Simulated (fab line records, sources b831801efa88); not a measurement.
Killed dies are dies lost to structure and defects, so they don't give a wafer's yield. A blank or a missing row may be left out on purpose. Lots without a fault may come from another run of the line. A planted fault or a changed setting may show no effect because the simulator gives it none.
One fault seen from 2 desks | flow sky130 | each desk has only its own numbers; what lay behind them comes last

THE TOOL OWNER'S DESK: pecvd-02
The tool's own readings at SKY_CAP2M_CVD_00 (deposits SiO2, target thk 15.5 nm): means of the sampled wafers that have a number, for each lot that ran on this tool. A lot is out of limits, marked OUT, if its mean lies more than 4 standard deviations from the usual mean; the brackets give that distance.
Columns: A = heater_power_outer_w at SKY_CAP2M_CVD_00, usual 418 W; B = heater_power_w at SKY_CAP2M_CVD_00, usual 698 W
lot  | first seen here | A   | B
L910 | day 40 22:31    | 404 | 702
L913 | day 42 05:49    | 450 | 714
L914 | day 42 09:56    | 438 | 703
L926 | day 45 13:05    | 452 | 699
L928 | day 45 21:41    | 387 | 608
L930 | day 46 12:13    | 413 | 643
This desk's finding: nothing out of limits on any of the 6 lots.

THE METROLOGY DESK
What the gauges read, lot by lot, whatever tool the lot ran on: means of the sampled wafers that have a number. A lot is out of limits, marked OUT, if its mean lies more than 4 standard deviations from the usual mean; the brackets give that distance.
Columns: A = cd_nm at SKY_VIA3_CD_MEAS_12, usual 199.9 nm; B = CAP2M_CVD_00_THK at SKY_CAP2M_THK_MEAS_01, usual 15.49 nm
lot  | first seen here | A     | B
L908 | day 40 05:22    | 200.6 | 15.46
L910 | day 40 20:47    | 200.7 | 15.40
L913 | day 42 04:10    | 201.6 | 15.42
L914 | day 42 08:13    | 198.5 | 15.22
L921 | day 44 05:54    | 199.0 | 15.48
L925 | day 45 08:27    | 199.5 | 15.77
L926 | day 45 09:31    | 199.6 | 15.66
L927 | day 45 14:07    | 200.6 | 15.59
L928 | day 45 20:01    | 200.9 | 15.39
L929 | day 46 08:04    | 201.9 | 15.57
L930 | day 46 10:21    | 197.4 | 15.29
This desk's finding: nothing out of limits on any of the 11 lots.

PUT TOGETHER
The tool owner's desk saw nothing out of limits.
The metrology desk saw nothing out of limits.

WHAT THE SIMULATOR HAD PUT IN
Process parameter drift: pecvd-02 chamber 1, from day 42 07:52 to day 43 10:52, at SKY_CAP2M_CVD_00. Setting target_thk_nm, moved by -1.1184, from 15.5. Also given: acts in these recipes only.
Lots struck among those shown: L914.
